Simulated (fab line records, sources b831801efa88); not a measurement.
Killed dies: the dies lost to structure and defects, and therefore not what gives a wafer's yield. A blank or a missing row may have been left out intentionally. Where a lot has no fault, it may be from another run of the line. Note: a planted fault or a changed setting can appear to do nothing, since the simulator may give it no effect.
Which tool is to blame? / flow sfq_line / Sampling: 11 lots, 32 wafers, 6 of 325 route steps

## WHAT EACH GAUGE READ, for each wafer
SFQ_M8_RS_MEAS_949: uses a four-point probe to measure. Usual: M8_AU_RS gives 0.1543 ohm/sq (standard deviation 0.0019).
lot=L723; measured=day 76 19:18; on=film_metro-03; M8_AU_RS (ohm/sq)=0.1561 0.1546 0.1546; flag=
lot=L724; measured=day 77 08:31; on=film_metro-04; M8_AU_RS (ohm/sq)=0.1555 0.1523 0.1540; flag=
lot=L725; measured=day 80 09:46; on=film_metro-04; M8_AU_RS (ohm/sq)=0.1529 0.1550 0.1548; flag=
lot=L726; measured=day 80 13:23; on=film_metro-03; M8_AU_RS (ohm/sq)=0.1569 0.1569 0.1573; flag=
lot=L727; measured=day 80 14:32; on=film_metro-02; M8_AU_RS (ohm/sq)=0.1531 0.1537 0.1511; flag=
lot=L732; measured=day 81 13:40; on=film_metro-02; M8_AU_RS (ohm/sq)=0.1519 0.1532; flag=
lot=L739; measured=day 83 08:02; on=film_metro-02; M8_AU_RS (ohm/sq)=0.1531 0.1523 0.1517; flag=
lot=L741; measured=day 89 11:04; on=film_metro-03; M8_AU_RS (ohm/sq)=0.1553 0.1563 0.1520; flag=
lot=L742; measured=day 90 01:39; on=film_metro-04; M8_AU_RS (ohm/sq)=0.1566 0.1543 0.1563; flag=
lot=L744; measured=day 92 21:00; on=film_metro-03; M8_AU_RS (ohm/sq)=0.1529 0.1566 0.1545; flag=
lot=L746; measured=day 93 03:45; on=film_metro-04; M8_AU_RS (ohm/sq)=0.1528 0.1538 0.1517; flag=

## WHICH TOOL RAN EACH LOT (tool, then ch and the chambers of the sampled wafers, then the start)
lot=L723; SFQ_TRILAYER_I2_CMP_CMP_064=cmp-02 ch 0,1,2, day 36 14:23; SFQ_TRILAYER_I2_METRO_MEASURE_065=film_metro-04, day 36 17:00; SFQ_TRILAYER_I2_VIA_ETCH_VIA_ETCH_070=rie_diel-01 ch 1,2,3, day 42 15:16; SFQ_TRILAYER_M6_BARC_OPEN_METAL_ETCH_206=rie_metal-01 ch 0, day 66 11:50; SFQ_TRILAYER_I6_VIA_STRIP_STRIP_173=rie_metal-01 ch 0,1, day 67 05:59
lot=L724; SFQ_TRILAYER_I2_CMP_CMP_064=cmp-02 ch 0,2,3, day 36 16:53; SFQ_TRILAYER_I2_METRO_MEASURE_065=film_metro-04, day 36 20:12; SFQ_TRILAYER_I2_VIA_ETCH_VIA_ETCH_070=rie_diel-03 ch 1,2,3, day 42 21:16; SFQ_TRILAYER_M6_BARC_OPEN_METAL_ETCH_206=rie_metal-03 ch 0,1, day 66 22:38; SFQ_TRILAYER_I6_VIA_STRIP_STRIP_173=rie_metal-02 ch 0,1, day 68 21:37
lot=L725; SFQ_TRILAYER_I2_CMP_CMP_064=cmp-01 ch 0,3, day 36 18:05; SFQ_TRILAYER_I2_METRO_MEASURE_065=film_metro-02, day 36 21:24; SFQ_TRILAYER_I2_VIA_ETCH_VIA_ETCH_070=rie_diel-02 ch 0,3, day 42 22:28; SFQ_TRILAYER_M6_BARC_OPEN_METAL_ETCH_206=rie_metal-03 ch 0, day 71 08:31; SFQ_TRILAYER_I6_VIA_STRIP_STRIP_173=rie_metal-03 ch 0,1, day 71 16:19
lot=L726; SFQ_TRILAYER_I2_CMP_CMP_064=cmp-02 ch 1,3, day 37 04:58; SFQ_TRILAYER_I2_METRO_MEASURE_065=film_metro-04, day 37 07:59; SFQ_TRILAYER_I2_VIA_ETCH_VIA_ETCH_070=rie_diel-03 ch 1,3, day 43 09:16; SFQ_TRILAYER_M6_BARC_OPEN_METAL_ETCH_206=rie_metal-01 ch 0,1, day 71 10:56; SFQ_TRILAYER_I6_VIA_STRIP_STRIP_173=rie_metal-01 ch 0,1, day 71 19:31
lot=L727; SFQ_TRILAYER_I2_CMP_CMP_064=cmp-02 ch 0,1, day 37 15:13; SFQ_TRILAYER_I2_METRO_MEASURE_065=film_metro-03, day 37 18:20; SFQ_TRILAYER_I2_VIA_ETCH_VIA_ETCH_070=rie_diel-03 ch 0,2, day 43 23:47; SFQ_TRILAYER_M6_BARC_OPEN_METAL_ETCH_206=rie_metal-04 ch 0,1, day 71 12:07; SFQ_TRILAYER_I6_VIA_STRIP_STRIP_173=rie_metal-03 ch 0,1, day 71 20:31
lot=L732; SFQ_TRILAYER_I2_CMP_CMP_064=cmp-02 ch 0, day 39 18:01; SFQ_TRILAYER_I2_METRO_MEASURE_065=film_metro-04, day 39 21:02; SFQ_TRILAYER_I2_VIA_ETCH_VIA_ETCH_070=rie_diel-02 ch 1,3, day 46 02:16; SFQ_TRILAYER_M6_BARC_OPEN_METAL_ETCH_206=rie_metal-04 ch 0,1, day 72 19:31; SFQ_TRILAYER_I6_VIA_STRIP_STRIP_173=rie_metal-03 ch 0,1, day 77 11:43
lot=L739; SFQ_TRILAYER_I2_CMP_CMP_064=cmp-01 ch 1,2,3, day 40 10:25; SFQ_TRILAYER_I2_METRO_MEASURE_065=film_metro-04, day 40 12:56; SFQ_TRILAYER_I2_VIA_ETCH_VIA_ETCH_070=rie_diel-03 ch 0,2, day 46 14:16; SFQ_TRILAYER_M6_BARC_OPEN_METAL_ETCH_206=rie_metal-01 ch 0,1, day 81 06:28; SFQ_TRILAYER_I6_VIA_STRIP_STRIP_173=rie_metal-02 ch 0,1, day 82 16:29
lot=L741; SFQ_TRILAYER_I2_CMP_CMP_064=cmp-01 ch 0,1,3, day 40 12:25; SFQ_TRILAYER_I2_METRO_MEASURE_065=film_metro-03, day 40 15:32; SFQ_TRILAYER_I2_VIA_ETCH_VIA_ETCH_070=rie_diel-01 ch 0,2, day 46 21:41; SFQ_TRILAYER_M6_BARC_OPEN_METAL_ETCH_206=rie_metal-04 ch 0,1, day 85 00:53; SFQ_TRILAYER_I6_VIA_STRIP_STRIP_173=rie_metal-03 ch 0,1, day 88 08:22
lot=L742; SFQ_TRILAYER_I2_CMP_CMP_064=cmp-01 ch 0,1,3, day 40 15:55; SFQ_TRILAYER_I2_METRO_MEASURE_065=film_metro-02, day 40 18:32; SFQ_TRILAYER_I2_VIA_ETCH_VIA_ETCH_070=rie_diel-02 ch 0,1, day 47 00:05; SFQ_TRILAYER_M6_BARC_OPEN_METAL_ETCH_206=rie_metal-04 ch 0,1, day 85 17:41; SFQ_TRILAYER_I6_VIA_STRIP_STRIP_173=rie_metal-01 ch 1, day 89 05:17
lot=L744; SFQ_TRILAYER_I2_CMP_CMP_064=cmp-01 ch 0,1,3, day 40 18:25; SFQ_TRILAYER_I2_METRO_MEASURE_065=film_metro-04, day 40 21:44; SFQ_TRILAYER_I2_VIA_ETCH_VIA_ETCH_070=rie_diel-01 ch 0,1,3, day 47 02:29; SFQ_TRILAYER_M6_BARC_OPEN_METAL_ETCH_206=rie_metal-03 ch 0,1, day 85 22:37; SFQ_TRILAYER_I6_VIA_STRIP_STRIP_173=rie_metal-02 ch 0,1, day 89 12:29
lot=L746; SFQ_TRILAYER_I2_CMP_CMP_064=cmp-01 ch 0,2,3, day 41 01:55; SFQ_TRILAYER_I2_METRO_MEASURE_065=film_metro-02, day 41 03:44; SFQ_TRILAYER_I2_VIA_ETCH_VIA_ETCH_070=rie_diel-01 ch 0,1,3, day 47 08:29; SFQ_TRILAYER_M6_BARC_OPEN_METAL_ETCH_206=rie_metal-03 ch 0,1, day 86 05:49; SFQ_TRILAYER_I6_VIA_STRIP_STRIP_173=rie_metal-01 ch 0,1, day 89 18:53
- SFQ_TRILAYER_I2_CMP_CMP_064: polishes SiO2.
- SFQ_TRILAYER_I2_METRO_MEASURE_065
- SFQ_TRILAYER_I2_VIA_ETCH_VIA_ETCH_070: etches SiO2 in CHF3, stops on Nb, target depth 260 nm.
- SFQ_TRILAYER_M6_BARC_OPEN_METAL_ETCH_206: etches BARC in O2, target depth 125 nm, time 41.7 s.
- SFQ_TRILAYER_I6_VIA_STRIP_STRIP_173: strips in O2.

## AS READ BY THE TOOLS THEMSELVES (means over the sampled wafers that have a number; for cases with no such wafer, the mark the record gives instead)
SFQ_TRILAYER_I2_CMP_CMP_064. Usual: motor_current_A 10.4 A, standard deviation 1.3; time_to_endpoint_s 215 s, standard deviation 6.8.
lot=L723; tool=cmp-02; motor_current_A (A)=10.7; time_to_endpoint_s (s)=224; flag=
lot=L724; tool=cmp-02; motor_current_A (A)=9.9; time_to_endpoint_s (s)=205; flag=
lot=L725; tool=cmp-01; motor_current_A (A)=9.9; time_to_endpoint_s (s)=214; flag=
lot=L726; tool=cmp-02; motor_current_A (A)=11.1; time_to_endpoint_s (s)=211; flag=
lot=L727; tool=cmp-02; motor_current_A (A)=11.3; time_to_endpoint_s (s)=214; flag=
lot=L732; tool=cmp-02; motor_current_A (A)=8.4; time_to_endpoint_s (s)=240; flag=OFF
lot=L739; tool=cmp-01; motor_current_A (A)=10.0; time_to_endpoint_s (s)=214; flag=
lot=L741; tool=cmp-01; motor_current_A (A)=10.1; time_to_endpoint_s (s)=208; flag=
lot=L742; tool=cmp-01; motor_current_A (A)=10.2; time_to_endpoint_s (s)=218; flag=
lot=L744; tool=cmp-01; motor_current_A (A)=10.1; time_to_endpoint_s (s)=205; flag=
lot=L746; tool=cmp-01; motor_current_A (A)=10.1; time_to_endpoint_s (s)=217; flag=

SFQ_TRILAYER_I2_METRO_MEASURE_065. Usual: 199.9 nm for thk_nm, sd 1.
lot=L723; tool=film_metro-04; thk_nm (nm)=199.5; flag=
lot=L724; tool=film_metro-04; thk_nm (nm)=199.8; flag=
lot=L725; tool=film_metro-02; thk_nm (nm)=200.1; flag=
lot=L726; tool=film_metro-04; thk_nm (nm)=200.0; flag=
lot=L727; tool=film_metro-03; thk_nm (nm)=199.9; flag=
lot=L732; tool=film_metro-04; thk_nm (nm)=175.0; flag=OFF
lot=L739; tool=film_metro-04; thk_nm (nm)=199.5; flag=
lot=L741; tool=film_metro-03; thk_nm (nm)=199.3; flag=
lot=L742; tool=film_metro-02; thk_nm (nm)=200.0; flag=
lot=L744; tool=film_metro-04; thk_nm (nm)=199.9; flag=
lot=L746; tool=film_metro-02; thk_nm (nm)=200.5; flag=

SFQ_TRILAYER_I2_VIA_ETCH_VIA_ETCH_070. Usual: drypump_motor_current_A 5.6 A, standard deviation 0.62; oes_product_au 0.854 a.u., standard deviation 0.0048.
lot=L723; tool=rie_diel-01; drypump_motor_current_A (A)=5.9; oes_product_au (a.u.)=0.857; flag=
lot=L724; tool=rie_diel-03; drypump_motor_current_A (A)=5.1; oes_product_au (a.u.)=0.850; flag=
lot=L725; tool=rie_diel-02; drypump_motor_current_A (A)=5.6; oes_product_au (a.u.)=0.851; flag=
lot=L726; tool=rie_diel-03; drypump_motor_current_A (A)=4.8; oes_product_au (a.u.)=0.854; flag=
lot=L727; tool=rie_diel-03; drypump_motor_current_A (A)=6.3; oes_product_au (a.u.)=0.857; flag=
lot=L732; tool=rie_diel-02; drypump_motor_current_A (A)=5.5; oes_product_au (a.u.)=0.796; flag=OFF
lot=L739; tool=rie_diel-03; drypump_motor_current_A (A)=6.0; oes_product_au (a.u.)=0.853; flag=
lot=L741; tool=rie_diel-01; drypump_motor_current_A (A)=6.4; oes_product_au (a.u.)=0.846; flag=
lot=L742; tool=rie_diel-02; drypump_motor_current_A (A)=5.3; oes_product_au (a.u.)=0.854; flag=
lot=L744; tool=rie_diel-01; drypump_motor_current_A (A)=5.5; oes_product_au (a.u.)=0.857; flag=
lot=L746; tool=rie_diel-01; drypump_motor_current_A (A)=5.5; oes_product_au (a.u.)=0.856; flag=

SFQ_TRILAYER_M6_BARC_OPEN_METAL_ETCH_206. Usual: drypump_motor_current_A 6.0 A, standard deviation 0.44; oes_product_au 0.686 a.u., standard deviation 0.0047.
lot=L723; tool=rie_metal-01; drypump_motor_current_A (A)=5.9; oes_product_au (a.u.)=0.686; flag=
lot=L724; tool=rie_metal-03; drypump_motor_current_A (A)=6.0; oes_product_au (a.u.)=0.686; flag=
lot=L725; tool=rie_metal-03; drypump_motor_current_A (A)=6.6; oes_product_au (a.u.)=0.683; flag=
lot=L726; tool=rie_metal-01; drypump_motor_current_A (A)=6.1; oes_product_au (a.u.)=0.686; flag=
lot=L727; tool=rie_metal-04; drypump_motor_current_A (A)=6.0; oes_product_au (a.u.)=0.686; flag=
lot=L732; tool=rie_metal-04; drypump_motor_current_A (A)=5.8; oes_product_au (a.u.)=0.689; flag=
lot=L739; tool=rie_metal-01; drypump_motor_current_A (A)=6.0; oes_product_au (a.u.)=0.684; flag=
lot=L741; tool=rie_metal-04; drypump_motor_current_A (A)=5.5; oes_product_au (a.u.)=0.684; flag=
lot=L742; tool=rie_metal-04; drypump_motor_current_A (A)=5.6; oes_product_au (a.u.)=0.684; flag=
lot=L744; tool=rie_metal-03; drypump_motor_current_A (A)=6.3; oes_product_au (a.u.)=0.687; flag=
lot=L746; tool=rie_metal-03; drypump_motor_current_A (A)=6.3; oes_product_au (a.u.)=0.690; flag=

SFQ_TRILAYER_I6_VIA_STRIP_STRIP_173. Usual: drypump_motor_current_A 6.08 A, standard deviation 0.27; oes_product_au 1.003 a.u., standard deviation 0.0092.
lot=L723; tool=rie_metal-01; drypump_motor_current_A (A)=5.98; oes_product_au (a.u.)=1.003; flag=
lot=L724; tool=rie_metal-02; drypump_motor_current_A (A)=6.01; oes_product_au (a.u.)=1.013; flag=
lot=L725; tool=rie_metal-03; drypump_motor_current_A (A)=6.02; oes_product_au (a.u.)=0.990; flag=
lot=L726; tool=rie_metal-01; drypump_motor_current_A (A)=6.04; oes_product_au (a.u.)=1.001; flag=
lot=L727; tool=rie_metal-03; drypump_motor_current_A (A)=6.01; oes_product_au (a.u.)=0.995; flag=
lot=L732; tool=rie_metal-03; drypump_motor_current_A (A)=6.16; oes_product_au (a.u.)=1.006; flag=
lot=L739; tool=rie_metal-02; drypump_motor_current_A (A)=6.04; oes_product_au (a.u.)=1.012; flag=
lot=L741; tool=rie_metal-03; drypump_motor_current_A (A)=6.32; oes_product_au (a.u.)=0.989; flag=
lot=L742; tool=rie_metal-01; drypump_motor_current_A (A)=6.06; oes_product_au (a.u.)=0.995; flag=
lot=L744; tool=rie_metal-02; drypump_motor_current_A (A)=6.13; oes_product_au (a.u.)=1.020; flag=
lot=L746; tool=rie_metal-01; drypump_motor_current_A (A)=6.00; oes_product_au (a.u.)=1.002; flag=

## THE ANSWER, worked out from the rows above alone
Rule: a lot is off if the mean of its wafers that have a number lies more than 3 standard deviations from the usual mean. Also off: a lot with no number at a reading for which 4 or more lots have one. Where the step has rows for the other lots, those lots are counted as sound. The gauges are gone through in route order, then the tools' own readings, and for those a lot's mean is taken as printed above. The first step at which some lot is off is used, and at that step the reading that is off furthest; a lot without a number counts as furthest.
Off, at SFQ_TRILAYER_I2_CMP_CMP_064 on time_to_endpoint_s: L732.
A tool fits if, at that step or a process step before it, it ran every lot that is off, and no sound lot after the first of them. One candidate fits, namely cmp-02 at SFQ_TRILAYER_I2_CMP_CMP_064. Its last sound lot is L727 (day 37 15:13), its first lot that is off L732 (day 39 18:01): a fault that began between those two fits.

## WHAT HAD BEEN PUT IN BY THE SIMULATOR
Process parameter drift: cmp-02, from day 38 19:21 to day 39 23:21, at SFQ_TRILAYER_I2_CMP_CMP_064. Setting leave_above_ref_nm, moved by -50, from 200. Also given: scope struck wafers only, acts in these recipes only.
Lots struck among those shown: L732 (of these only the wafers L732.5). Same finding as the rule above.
